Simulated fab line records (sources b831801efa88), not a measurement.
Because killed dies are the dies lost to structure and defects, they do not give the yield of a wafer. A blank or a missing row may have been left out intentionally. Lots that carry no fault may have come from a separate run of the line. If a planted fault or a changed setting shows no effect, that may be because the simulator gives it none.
fab line records ; flow gf180mcu
[record] lots = 7; wafers = 21; last_day = 34
route steps=602 shown V5@546
lots untouched by any fault: they come from a run of this same line in which no faults occurred
start_h: hours from the record's first day to the start of the lot's first wafer shown ; wait_h: how many hours have passed since the lot's step before this one ; " identical to the entry in the row above ; L1.1+2: a single row standing in for several wafers ; - value missing, or start not given ; * or withheld: withheld ; < > ~ a bound
route shown NAME@n: NAME is a module with steps in the file, n the number in the route of the first one ; usual: mean/standard deviation taken from wafers without a fault ; same: alike in all rows ; chamber/n: place in a boat ; sites: readings site by site ; _std_site: their standard deviation ; _edge_site: outer sites' mean less inner sites' ; radius_mm: how far each site lies from the wafer's centre ; mask NAME#n: copy n ; behind: the most recent tool/chamber to have shaped the wafer ; hold: the reason the lot was held/the length of the hold in hours/how it ended ; device: names the non-switching transistor (n, p or np) ; end of line: the same wafers' tests at the end of the route ; a step with no rows: only its recipe ; killed: dies that structure and defects cost at the first sort, which is not the same as the wafer's yield ; map: a wafer's dies, x killed, . not, _ none there
set.NAME: the setting that was run; set.NAME@STEP: the one run at that earlier step ; model.NAME: the simulator's own value behind a step, which no gauge read
lots seen at some steps along the route; tables by step, rows by wafer
services: a tool's chamber out of use, with start hour (start_h, from the record's first day; less than 0 if before it), hours out, and reason
[[steps]]
[step GF_V5_DEHYDRATE_06]
[recipe] temp_c = 200; time_s = 60
[step GF_V5_HMDS_07]
[recipe] prime_time_s = 60; prime_temp_c = 120
[step GF_V5_COAT_08]
[recipe] resist = BARC; temp_c = withheld; time_s = withheld; spin_rpm = withheld; resist_thk_nm = withheld
[step GF_V5_COAT_09]
[recipe] resist = KrF; spin_rpm = withheld; resist_thk_nm = 1000
[step GF_V5_SOFTBAKE_10]
[recipe] temp_c = 130; time_s = 60; resist = KrF
[step GF_V5_EXPOSE_11]
[recipe] mask_id = Via5; target_cd_nm = 260; na = 0.68; source_shape = conventional; sigma_outer = 0.6; dose_mj = 38
[step GF_V5_PEB_12]
[recipe] peb_temp_c = 135; peb_time_s = 90; resist = KrF
[step GF_V5_DEVELOP_13]
[recipe] develop_time_s = 60; resist = KrF; dev_temp_c = 21
[step GF_V5_CD_MEAS_14]
[recipe] target_cd_nm = 260
[usual] cd_nm = 259.9/1.1
lot.wafer;tool;chamber;start_h;wait_h;cd_nm
L733.3;cd_sem-01;-;624.38;0.1;260.3
L733.4;cd_sem-01;-;624.38;0.1;260.3
L733.6;cd_sem-01;-;624.38;0.1;260.4
L749.2;cd_sem-01;-;740.25;0.1;260.3
L749.4;cd_sem-01;-;740.25;0.1;259.9
L749.5;cd_sem-01;-;740.25;0.1;259.6
L750.2;cd_sem-02;-;745.40;0.1;259.8
L750.3;cd_sem-02;-;745.40;0.1;260.2
L750.6;cd_sem-02;-;745.40;0.1;259.4
L751.2;cd_sem-02;-;755.11;0.1;260.0
L751.4;cd_sem-02;-;755.11;0.1;261.3
L751.6;cd_sem-02;-;755.11;0.1;260.4
L753.2;cd_sem-01;-;763.65;0.1;257.7
L753.3;cd_sem-01;-;763.65;0.1;259.3
L753.6;cd_sem-01;-;763.65;0.1;258.0
L754.3;cd_sem-02;-;771.28;0.1;261.8
L754.4;cd_sem-02;-;771.28;0.1;261.5
L754.5;cd_sem-02;-;771.28;0.1;261.4
L755.2;cd_sem-02;-;775.71;0.1;259.3
L755.4;cd_sem-02;-;775.71;0.1;259.3
L755.5;cd_sem-02;-;775.71;0.1;260.2
[step GF_V5_OVL_MEAS_15]
[usual] V5_OVL = -2/5.6
lot.wafer;tool;chamber;start_h;wait_h;V5_OVL[nm]
L733.3;overlay-01;-;624.47;0.1;-4
L733.4;overlay-01;-;624.47;0.1;-10
L733.6;overlay-01;-;624.47;0.1;-5
L749.2;overlay-02;-;740.35;0.1;-8
L749.4;overlay-02;-;740.35;0.1;0
L749.5;overlay-02;-;740.35;0.1;-3
L750.2;overlay-01;-;745.51;0.1;-1
L750.3;overlay-01;-;745.51;0.1;0
L750.6;overlay-01;-;745.51;0.1;-9
L751.2;overlay-01;-;755.21;0.1;-2
L751.4;overlay-01;-;755.21;0.1;-7
L751.6;overlay-01;-;755.21;0.1;-5
L753.2;overlay-01;-;763.75;0.1;-7
L753.3;overlay-01;-;763.75;0.1;-13
L753.6;overlay-01;-;763.75;0.1;-6
L754.3;overlay-02;-;771.37;0.1;0
L754.4;overlay-02;-;771.37;0.1;3
L754.5;overlay-02;-;771.37;0.1;-6
L755.2;overlay-02;-;775.81;0.1;0
L755.4;overlay-02;-;775.81;0.1;0
L755.5;overlay-02;-;775.81;0.1;-6
[step GF_V5_ETCH_16]
[recipe] chemistry = N2/H2; target_depth_a = withheld; overetch_a = withheld; time_s = withheld; target = BARC; ion_energy_ev = 200; source_w = 500; bias_w = 100; pressure_mtorr = 30; n2_flow_sccm = 100; h2_flow_sccm = 200
[usual] bias_w = 100.0/0.3; drypump_motor_current_A = 5.70/0.28; oes_product_au = 0.854/0.0039; throttle_valve_pct = 13.225/0.0084
lot.wafer;tool;chamber;start_h;wait_h;bias_w;drypump_motor_current_A;oes_product_au;throttle_valve_pct
L733.3;rie_diel-01;1;624.50;0.0;100.4;5.88;0.857;13.234
L733.4;rie_diel-01;3;624.50;0.0;100.3;5.83;0.848;13.228
L733.6;rie_diel-01;2;624.50;0.0;100.0;5.87;0.854;13.225
L749.2;rie_diel-01;3;740.38;0.0;99.9;5.82;0.849;13.217
L749.4;rie_diel-01;2;740.38;0.0;99.7;5.89;0.856;13.227
L749.5;rie_diel-01;3;740.38;0.0;99.9;5.82;0.855;13.237
L750.2;rie_diel-04;1;745.54;0.0;99.9;5.79;0.861;13.227
L750.3;rie_diel-04;0;745.54;0.0;99.7;5.51;0.852;13.234
L750.6;rie_diel-04;3;745.54;0.0;99.9;6.14;0.856;13.217
L751.2;rie_diel-04;1;755.24;0.0;99.8;5.79;0.848;13.222
L751.4;rie_diel-04;0;755.24;0.0;100.5;5.52;0.848;13.234
L751.6;rie_diel-04;1;755.24;0.0;100.3;5.77;0.856;13.216
L753.2;rie_diel-01;3;763.78;0.0;99.9;5.84;0.855;13.232
L753.3;rie_diel-01;2;763.78;0.0;99.9;5.90;0.855;13.220
L753.6;rie_diel-01;3;763.78;0.0;100.0;5.82;0.846;13.222
L754.3;rie_diel-01;0;771.39;0.0;100.0;5.52;0.846;13.223
L754.4;rie_diel-01;3;771.39;0.0;100.2;5.84;0.856;13.226
L754.5;rie_diel-01;0;771.39;0.0;99.6;5.55;0.850;13.229
L755.2;rie_diel-01;1;775.84;0.0;100.7;5.88;0.857;13.223
L755.4;rie_diel-01;3;775.84;0.0;100.2;5.83;0.855;13.215
L755.5;rie_diel-01;2;775.84;0.0;100.1;5.88;0.855;13.242
[step GF_V5_ETCH_17]
[recipe] chemistry = C4F8/O2/Ar; mask_material = KrF; target = SiO2; stop_on = TiN; source_w = 1500; bias_w = 1200; pressure_mtorr = 40; c4f8_flow_sccm = withheld; O2_flow_sccm = 6; Ar_flow_sccm = 300; time_s = withheld; target_depth_a = 8550
[usual] bias_w = 1201/3.7; oes_product_au = 0.860/0.0047
lot.wafer;tool;chamber;start_h;wait_h;bias_w;oes_product_au
L733.3;rie_diel-01;1;-;-;1201;0.860
L733.4;rie_diel-01;3;-;-;1210;0.862
L733.6;rie_diel-01;2;-;-;1206;0.858
L749.2;rie_diel-01;3;-;-;1199;0.860
L749.4;rie_diel-01;2;-;-;1203;0.867
L749.5;rie_diel-01;3;-;-;1204;0.866
L750.2;rie_diel-04;1;-;-;1194;0.860
L750.3;rie_diel-04;0;-;-;1204;0.860
L750.6;rie_diel-04;3;-;-;1205;0.855
L751.2;rie_diel-04;1;-;-;1194;0.870
L751.4;rie_diel-04;0;-;-;1200;0.858
L751.6;rie_diel-04;1;-;-;1197;0.866
L753.2;rie_diel-01;3;-;-;1205;0.853
L753.3;rie_diel-01;2;-;-;1202;0.855
L753.6;rie_diel-01;3;-;-;1203;0.853
L754.3;rie_diel-01;0;-;-;1198;0.845
L754.4;rie_diel-01;3;-;-;1200;0.860
L754.5;rie_diel-01;0;-;-;1196;0.861
L755.2;rie_diel-01;2;-;-;1208;0.861
L755.4;rie_diel-01;0;-;-;1204;0.852
L755.5;rie_diel-01;1;-;-;1204;0.858
[step GF_V5_STRIP_18]
[recipe] chemistry = O2/N2; power_w = 1400; pressure_mtorr = 1500; platen_temp_c = 250; o2_flow_sccm = 3000; n2_flow_sccm = 300; overash_fraction = 0.5
[usual] chamber_pressure_mTorr = 1499.9/1.3; drypump_motor_current_A = 5.7/0.53; heater_power_w = 312/33; oes_product_au = 0.568/0.0048
lot.wafer;tool;chamber;start_h;wait_h;chamber_pressure_mTorr;drypump_motor_current_A;heater_power_w;oes_product_au;rf_hours_counter_h
L733.3;plasma_asher-04;1;624.68;-;1500.5;5.3;329;0.567;-
L733.4;plasma_asher-04;0;624.68;-;1498.9;6.3;300;0.575;-
L733.6;plasma_asher-04;1;624.68;-;1498.5;5.3;317;0.567;-
L749.2;plasma_asher-01;1;740.54;-;-;-;-;-;-
L749.4;plasma_asher-01;0;740.54;-;-;-;-;-;-
L749.5;plasma_asher-01;1;740.54;-;-;-;-;-;-
L750.2;plasma_asher-01;1;745.69;-;-;-;-;-;-
L750.3;plasma_asher-01;1;745.69;-;-;-;-;-;-
L750.6;plasma_asher-01;1;745.69;-;-;-;-;-;-
L751.2;plasma_asher-01;0;755.40;-;-;-;-;-;-
L751.4;plasma_asher-01;1;755.40;-;-;-;-;-;-
L751.6;plasma_asher-01;1;755.40;-;-;-;-;-;-
L753.2;plasma_asher-01;0;763.94;-;1498.9;5.5;284;0.564;67
L753.3;plasma_asher-01;1;763.94;-;1499.6;5.0;347;0.565;-
L753.6;plasma_asher-01;0;763.94;-;1499.3;5.6;278;0.565;-
L754.3;plasma_asher-01;0;771.58;-;1497.4;5.6;284;0.567;-
L754.4;plasma_asher-01;1;771.58;-;1499.2;5.0;343;0.568;-
L754.5;plasma_asher-01;0;771.58;-;1499.4;5.5;283;0.570;-
L755.2;plasma_asher-01;0;776.00;-;1499.9;5.6;281;0.565;68
L755.4;plasma_asher-01;1;776.00;-;1501.0;5.0;349;0.570;-
L755.5;plasma_asher-01;1;776.00;-;1497.1;5.0;352;0.573;-
[step GF_V5_STRIP_19]
[recipe] chemistry = post_etch_residue_remover; time_s = 1200; temp_c = 72.5
[[services]]
tool;chamber;start_h;hours;kind
rie_diel-04;1;628.52;20.8;repair
rie_diel-04;2;630.63;3.7;repair
plasma_asher-01;-;638.33;5.4;repair
rie_diel-01;2;672.78;29.8;repair
rie_diel-04;1;676.63;9.2;repair
rie_diel-04;3;687.05;4.7;repair
rie_diel-04;-;688.92;6.2;repair
plasma_asher-04;-;705.93;1.4;repair
rie_diel-01;0;715.68;19.7;repair
rie_diel-04;0;726.11;14.0;repair
rie_diel-04;-;734.16;2.0;repair
[[key]]
[first_sign] step = GF_V5_STRIP_18; reading = tool_record; direction = missing
effect none on later readings
met_at GF_V5_STRIP_18
struck_wafers L749.2,L749.4,L749.5,L750.2,L750.3,L750.6,L751.2,L751.4,L751.6
later_rows_left_out L749.2,L749.4,L749.5,L750.2,L750.3,L750.6,L751.2,L751.4,L751.6
sort_left_out L749.2,L749.4,L749.5,L750.2,L750.3,L750.6,L751.2,L751.4,L751.6
[fault] kind = skipped_step_whole; tool = plasma_asher-01; chamber = -; onset_h = 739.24; steps = GF_V5_STRIP_18; scope = struck_lots_only
// sort_left_out: the simulated sort isn't trusted on such a fault, so these wafers' sort isn't shown, and their yield isn't known
// later_rows_left_out: the simulator's readings of these wafers behind a module that went badly wrong aren't trusted and aren't shown, but for the sort
